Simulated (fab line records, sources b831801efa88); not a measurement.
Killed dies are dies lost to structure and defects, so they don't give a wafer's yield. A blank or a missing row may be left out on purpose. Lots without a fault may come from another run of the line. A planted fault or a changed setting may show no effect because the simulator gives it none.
Chamber matching | flow sky130 | SKY_CAPM_CVD_00 on pecvd-01: 3 sister chambers
The step deposits SiO2, target thk 15.5 nm. 3 wafers are shown with their chamber, then 7 later ones without.

WAFERS WITH THEIR CHAMBER
wafer  | chamber | heater_power_w (W)
L082.2 | 1       | 744
L086.4 | 2       | 833
L086.5 | 0       | 796

WAFERS WITHOUT THEIR CHAMBER
wafer  | heater_power_w (W)
L086.6 | 751
L090.1 | 756
L090.3 | 897
L090.5 | 802
L094.1 | 740
L094.2 | 899
L094.4 | 740

WHICH CHAMBER EACH WENT THROUGH
wafer  | from the rows above          | in truth
L086.6 | can't be placed: 1 or 0      | 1
L090.1 | can't be placed: 1 or 0 or 2 | 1
L090.3 | can't be placed: 2 or 0      | 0
L090.5 | can't be placed: 0 or 2 or 1 | 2
L094.1 | can't be placed: 1 or 0      | 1
L094.2 | can't be placed: 2 or 0      | 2
L094.4 | can't be placed: 1 or 0      | 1
Placed correctly: 0 of 7. Can't be placed from these rows: 7 (the true chamber is among the candidates in 7). Placed wrongly: 0.
How it was worked out, from the rows above alone: a wafer's distance from a chamber is the root of the sum, over the readings, of the square of ((its reading less the chamber's mean) divided by the reading's scatter). The wafer belongs to the nearest chamber; if the next one is less than 2 further off, it can't be placed. A chamber's mean is the mean of its shown wafers. The scatter: with one shown wafer a chamber, the root of the mean of the squares of how far each hidden wafer lies from its nearest shown one.
